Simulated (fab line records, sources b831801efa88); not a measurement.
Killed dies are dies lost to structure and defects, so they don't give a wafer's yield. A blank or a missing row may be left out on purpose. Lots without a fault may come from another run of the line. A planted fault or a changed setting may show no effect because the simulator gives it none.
A struck lot beside a sound one | flow gf180mcu | 18 steps out of a route of 602
Sound: wafers L825.1, L825.3, L825.5. Struck: wafers L843.3, L843.4, L843.6. The cause comes at the end.
At each step with rows: each side's tool, then ch and its chambers, then its first start. Under that, the readings that differ: sound wafers | struck wafers | difference of the means | sigmas: that difference in standard deviations of wafers without a fault.
alike: readings whose means differ by less than 2 such deviations, and words and numbers that are the same on both sides. not compared: withheld readings, readings that some wafer has no value for, bounds like >300 that may hide the same value, and numbers for which the record gives no deviation and whose values overlap.
The two part at a step that has a row with sigmas, a row that says differs or no value, or rows on one side only. Numbers that don't overlap but have no deviation are shown without sigmas and don't part them. A reading that every wafer of one side lacks parts them only if that side has two wafers or more.

first, 1 step without rows for these wafers: GF_MVPSD_DEVELOP_06 (develop time 60 s).
GF_MVPSD_OVL_MEAS_07:
  sound on overlay-02, day 5 06:02; struck on overlay-02, day 9 19:11
  reading        | sound          | struck       | difference | sigmas
  MVPSD_OVL (nm) | -5.2 -2.3 -3.3 | -0.2 1.1 0.8 | +4.2       | +3
then, 2 steps without rows for these wafers: GF_MVPSD_IMPLANT_08; GF_MVPSD_IMPLANT_09.
GF_MVPSD_STRIP_10: strips in O2/N2.
  sound on plasma_asher-04 ch 0,1, day 5 06:22; struck on plasma_asher-04 ch 0,1, day 9 19:32
  alike: drypump_motor_current_A, heater_power_w, oes_product_au, strip_time_to_endpoint_s
  not compared: rf_hours_counter_h
GF_MVPSD_TW_MEAS_11:
  sound on film_metro-01, day 5 06:28; struck on film_metro-03, day 9 19:38
  reading  | sound       | struck      | difference | sigmas
  MVPSD_TW | 562 564 561 | 547 545 548 | -16        | -2
then, 6 steps without rows for these wafers: GF_VT_IMPLANT_DEHYDRATE_00 (time 60 s); GF_VT_IMPLANT_HMDS_01 (prime time 60 s); GF_VT_IMPLANT_COAT_02 (resist thk 1000 nm); GF_VT_IMPLANT_SOFTBAKE_03 (time 60 s); GF_VT_IMPLANT_EXPOSE_04 (exposes mask LVPWELL LV AREA, target cd 600 nm); GF_VT_IMPLANT_PEB_05.
GF_VT_IMPLANT_DEVELOP_06: develop time 60 s.
  sound on litho_track-01 ch 0, day 5 20:31; struck on litho_track-01 ch 0, day 10 13:01
GF_VT_IMPLANT_OVL_MEAS_07:
  sound on overlay-01, day 5 20:40; struck on overlay-01, day 10 13:08
  reading             | sound         | struck      | difference | sigmas
  VT_IMPLANT_OVL (nm) | -0.9 -0.2 0.1 | 1.6 3.7 4.6 | +3.6       | +2
then, 1 step without rows for these wafers: GF_VT_IMPLANT_IMPLANT_08.
GF_VT_IMPLANT_STRIP_09: strips in O2/N2.
  sound on plasma_asher-01 ch 0, day 5 20:52; struck on plasma_asher-01 ch 0,1, day 10 13:20
  alike: drypump_motor_current_A, heater_power_w, oes_product_au, strip_time_to_endpoint_s
  not compared: rf_hours_counter_h
GF_VT_IMPLANT_TW_MEAS_10:
  sound on film_metro-04, day 5 20:58; struck on film_metro-03, day 10 13:43
  reading       | sound       | struck   | difference | sigmas
  VT_IMPLANT_TW | 566 566 566 | 30 30 30 | -536       | -99 or more
  not compared: hold
GF_PASSIVATION_PROBE_99:
  the record has rows for the sound wafers here (prober-02, day 29 01:40) and none for the struck ones

WHERE THEY PART
First at GF_MVPSD_OVL_MEAS_07; last, within this record, at GF_PASSIVATION_PROBE_99.

WHY: what the simulator had put in
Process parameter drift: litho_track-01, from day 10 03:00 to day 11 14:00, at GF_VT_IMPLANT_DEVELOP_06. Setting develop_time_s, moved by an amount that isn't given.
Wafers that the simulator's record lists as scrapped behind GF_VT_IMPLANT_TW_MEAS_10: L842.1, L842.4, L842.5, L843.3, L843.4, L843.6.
